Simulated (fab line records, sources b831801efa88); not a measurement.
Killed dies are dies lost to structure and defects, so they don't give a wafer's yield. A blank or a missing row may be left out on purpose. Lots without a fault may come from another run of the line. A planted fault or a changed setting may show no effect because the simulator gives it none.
One fault seen from 2 desks | flow sky130 | each desk has only its own numbers; what lay behind them comes last

THE METROLOGY DESK
What the gauges read, lot by lot, whatever tool the lot ran on: means of the sampled wafers that have a number. A lot is out of limits, marked OUT, if its mean lies more than 4 standard deviations from the usual mean; the brackets give that distance.
Columns: A = LDD_P_TW at SKY_LDD_P_TW_MEAS_11, usual 639.4; B = LI_CONTACT_HDPCVD_THK at SKY_LI_CONTACT_THK_MEAS_01, usual 932 nm
lot  | first seen here | A     | B
L724 | day 18 14:05    | 636.2 | 941
L725 | day 18 17:08    | 637.3 | 932
L726 | day 19 05:51    | 634.0 | 926
L727 | day 19 10:18    | 640.1 | 930
L729 | day 20 03:28    | 639.4 | 932
L731 | day 21 17:10    | 637.2 | 932
L732 | day 21 23:55    | 638.6 | 938
L733 | day 22 00:11    | 639.4 | 928
L735 | day 22 17:26    | 640.8 | 929
L739 | day 24 15:56    | 637.5 | 922
L740 | day 24 23:17    | 637.3 | 927
L741 | day 24 23:25    | 641.2 | 927
L743 | day 25 05:59    | 640.6 | 931
L745 | day 26 01:52    | 639.1 | 932
This desk's finding: nothing out of limits on any of the 14 lots.

THE TOOL OWNER'S DESK: litho_track-03
The tool's own readings at SKY_POLY_CUT_DEVELOP_07 (develop time 60 s): means of the sampled wafers that have a number, for each lot that ran on this tool. A lot is out of limits, marked OUT, if its mean lies more than 4 standard deviations from the usual mean; the brackets give that distance.
Columns: A = developer_temp_C at SKY_POLY_CUT_DEVELOP_07, usual 20.99 C
lot  | first seen here | A
L726 | day 24 09:00    | 20.97
L733 | day 27 04:00    | 20.90
L735 | day 27 19:00    | 21.02
L740 | day 29 23:00    | 20.06 (-8.5) OUT
L741 | day 30 00:00    | 19.98 (-9.2) OUT
This desk's finding: out of limits on L740, L741; first on L740, day 29 23:00 (developer_temp_C at SKY_POLY_CUT_DEVELOP_07). In limits: L726, L733, L735.

PUT TOGETHER
The tool owner's desk could have raised an alarm at day 29 23:00, on L740, L741.
The metrology desk saw nothing out of limits.
The metrology desk has L740, L741 on record, within its limits.
Of the lots named, all ran SKY_POLY_CUT_DEVELOP_07 on litho_track-03.

WHAT THE SIMULATOR HAD PUT IN
Process parameter drift: litho_track-03, from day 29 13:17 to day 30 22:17, at SKY_POLY_CUT_DEVELOP_07. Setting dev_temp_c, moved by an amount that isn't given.
Lots struck among those shown: L740, L741.
Hours from the fault's start to each desk's first reading out of limits: the tool owner's desk, 10.
